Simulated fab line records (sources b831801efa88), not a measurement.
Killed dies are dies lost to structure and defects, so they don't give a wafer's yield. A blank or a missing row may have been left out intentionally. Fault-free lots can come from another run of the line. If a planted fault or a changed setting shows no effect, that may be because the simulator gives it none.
What tool caused it?    flow sky130    14 lots with 42 wafers sampled at 2 steps, on a route of 708 steps

WHAT THE GAUGES SHOWED, per wafer
SKY_RES_PROTECT_TW_MEAS_08. Usual: POLY_GATE_TW typically reads 4034, with standard deviation 45.
lot   measured      on             POLY_GATE_TW    flag
L205  day 14 19:10  film_metro-04  3979 3991 3969  
L207  day 15 22:25  film_metro-02  3986 3998 3960  
L209  day 16 08:10  film_metro-01  4071 4065 4064  
L212  day 17 18:13  film_metro-04  4027 4035 4015  
L213  day 17 21:13  film_metro-01  4064 4089 4088  
L217  day 19 22:38  film_metro-02  4003 4010 4013  
L219  day 20 04:37  film_metro-01  4094 4088 4095  
L218  day 20 05:04  film_metro-04  4032 4012 4018  
L220  day 20 13:56  film_metro-01  4110 4093 4097  
L221  day 20 23:25  film_metro-04  4012 4014 4010  
L222  day 21 01:55  film_metro-01  4106 4076 4061  
L223  day 22 05:08  film_metro-01  4075 4107 4080  
L226  day 22 15:55  film_metro-02  3969 3990 3990  
L228  day 23 08:01  film_metro-01  4118 4108 4087  

SKY_POLY_GATE_THK_MEAS_04. Usual: POLY_GATE_CVD_03_THK typically reads 74.9 nm, with standard deviation 0.47.
lot   measured      on             POLY_GATE_CVD_03_THK (nm)  flag
L205  day 14 20:38  film_metro-03  74.4 74.4 74.9             
L207  day 16 01:58  film_metro-02  74.8 74.8 75.7             
L209  day 16 10:20  film_metro-04  75.8 75.1 75.5             
L212  day 17 19:40  film_metro-02  75.0 74.5 75.3             
L213  day 17 22:49  film_metro-02  74.4 73.9 73.9             
L217  day 20 00:47  film_metro-04  75.5 74.9 74.9             
L219  day 20 08:04  film_metro-02  74.7 74.7 74.7             
L218  day 20 08:02  film_metro-03  75.0 75.3 74.8             
L220  day 20 15:25  film_metro-04  74.9 75.2 74.7             
L221  day 21 00:53  film_metro-04  74.9 74.9 74.7             
L222  day 21 03:23  film_metro-04  74.4 74.1 74.5             
L223  day 22 07:19  film_metro-02  76.1 75.5 75.9             
L226  day 22 17:23  film_metro-04  75.1 74.6 75.1             
L228  day 23 09:29  film_metro-03  74.7 74.6 74.3             

TOOL THAT RAN EACH LOT (tool first, then ch and the chambers of the sampled wafers, then the start)
The record shows no process step preceding these readings.

AS READ BY THE TOOLS THEMSELVES (means over the sampled wafers that have a number; for cases with no such wafer, the mark the record gives instead)
The record holds no such reading with a usual standard deviation.

THE ANSWER, worked out from the rows above alone
Rule: a lot counts as off when the mean over its wafers that have a number is more than 3 standard deviations away from the usual mean. Also off: a lot with no number at a reading for which 4 or more lots have one. The other lots that the step has rows for count as sound. First the gauges in route order, then the tools' own readings, where a lot's mean is used as printed above. The first step at which some lot is off is used, and at that step the reading that is off furthest; a lot without a number counts as furthest.
Nothing can be told from this: no lot is off at any reading shown.

WHAT HAD BEEN PUT IN BY THE SIMULATOR
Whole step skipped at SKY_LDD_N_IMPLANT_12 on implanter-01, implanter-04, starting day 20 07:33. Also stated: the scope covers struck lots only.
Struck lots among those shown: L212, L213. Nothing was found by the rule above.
